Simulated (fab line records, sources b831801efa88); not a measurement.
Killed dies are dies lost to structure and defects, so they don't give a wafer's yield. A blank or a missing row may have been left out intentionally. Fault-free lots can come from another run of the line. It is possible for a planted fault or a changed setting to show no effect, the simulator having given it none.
Check for tools in common ; flow gf180mcu ; 14 lots, 42 wafers sampled

== WHY IT WAS OPENED ==
3 of 14 lots carry a flag on the reading VT_IMPLANT_4_TW at GF_VT_IMPLANT_TW_MEAS_43. No-fault wafers: 694, standard deviation 6.5.
Rule: a lot is flagged when every wafer of it that has a number lies more than 4 standard deviations from that mean, or none has a number. The other lots count as sound.

lot;measured;on;VT_IMPLANT_4_TW, wafer by wafer;flag
L337;day 7 12:11;film-metro-02;681 684 683;
L339;day 8 03:29;film-metro-02;681 679 679;
L340;day 8 08:55;film-metro-04;698 697 699;
L341;day 8 14:35;film-metro-03;691 691 698;
L345;day 9 20:51;film-metro-03;653 659 660;FLAGGED
L346;day 10 02:57;film-metro-04;655 656 658;FLAGGED
L347;day 10 09:15;film-metro-03;651 652 655;FLAGGED
L349;day 10 22:14;film-metro-03;696 690 697;
L352;day 11 19:29;film-metro-03;695 692 695;
L354;day 12 06:47;film-metro-04;697 699 698;
L357;day 13 02:00;film-metro-03;693 692 690;
L358;day 13 08:11;film-metro-04;701 699 696;
L359;day 13 15:11;film-metro-04;695 697 698;
L360;day 14 03:55;film-metro-02;684 687 687;
On average the flagged lots' numbers are 655, which is -39 against the usual, or -6 standard deviations.

== TOOL THAT RAN EACH LOT ==
The record keeps 1 process step preceding the reading, out of 602 steps on the route. Every cell lists first the tool, next ch and the chambers used by the sampled wafers, and last the start.
lot;flag;GF_VT_IMPLANT_IMPLANT_41
L337;;implanter-04 ch 0, day 7 11:57
L339;;implanter-04 ch 0, day 8 03:16
L340;;implanter-04 ch 0, day 8 08:43
L341;;implanter-04 ch 0, day 8 14:20
L345;FLAGGED;implanter-04 ch 0, day 9 20:37
L346;FLAGGED;implanter-04 ch 0, day 10 02:44
L347;FLAGGED;implanter-04 ch 0, day 10 09:01
L349;;implanter-01 ch 0, day 10 21:59
L352;;implanter-01 ch 0, day 11 19:14
L354;;implanter-03 ch 0, day 12 06:32
L357;;implanter-03 ch 0, day 13 01:46
L358;;implanter-01 ch 0, day 13 07:57
L359;;implanter-04 ch 0, day 13 14:56
L360;;implanter-01 ch 0, day 14 03:40
What these steps do:
- GF_VT_IMPLANT_IMPLANT_41
- GF_VT_IMPLANT_TW_MEAS_43

== FLAGGED OVER TOTAL, TOOL BY TOOL (the gauges that took the reading come last) ==
step;tool;lots run;flagged;share of the flagged lots;sound lots run after its first flagged lot
GF_VT_IMPLANT_IMPLANT_41;implanter-01;4;0;none;-
GF_VT_IMPLANT_IMPLANT_41;implanter-03;2;0;none;-
GF_VT_IMPLANT_IMPLANT_41;implanter-04;8;3;all;1 (L359)
GF_VT_IMPLANT_TW_MEAS_43;film-metro-02;3;0;none;-
GF_VT_IMPLANT_TW_MEAS_43;film-metro-03;6;2;some;3 (L349,L352,L357)
GF_VT_IMPLANT_TW_MEAS_43;film-metro-04;5;1;some;3 (L354,L358,L359)

== WHAT IS ALLOWED BY THE TABLE ==
All flagged lots share 1 row of the table, namely implanter-04 at GF_VT_IMPLANT_IMPLANT_41.
- implanter-04 at GF_VT_IMPLANT_IMPLANT_41: 3 of its 8 lots flagged. After the first flagged lot (L359), sound lots still ran on it; a lasting fault on the whole tool would not permit that.
Every row of the table either missed a flagged lot or ran a sound lot after the first.

== WHAT THE SIMULATOR HAD PUT IN ==
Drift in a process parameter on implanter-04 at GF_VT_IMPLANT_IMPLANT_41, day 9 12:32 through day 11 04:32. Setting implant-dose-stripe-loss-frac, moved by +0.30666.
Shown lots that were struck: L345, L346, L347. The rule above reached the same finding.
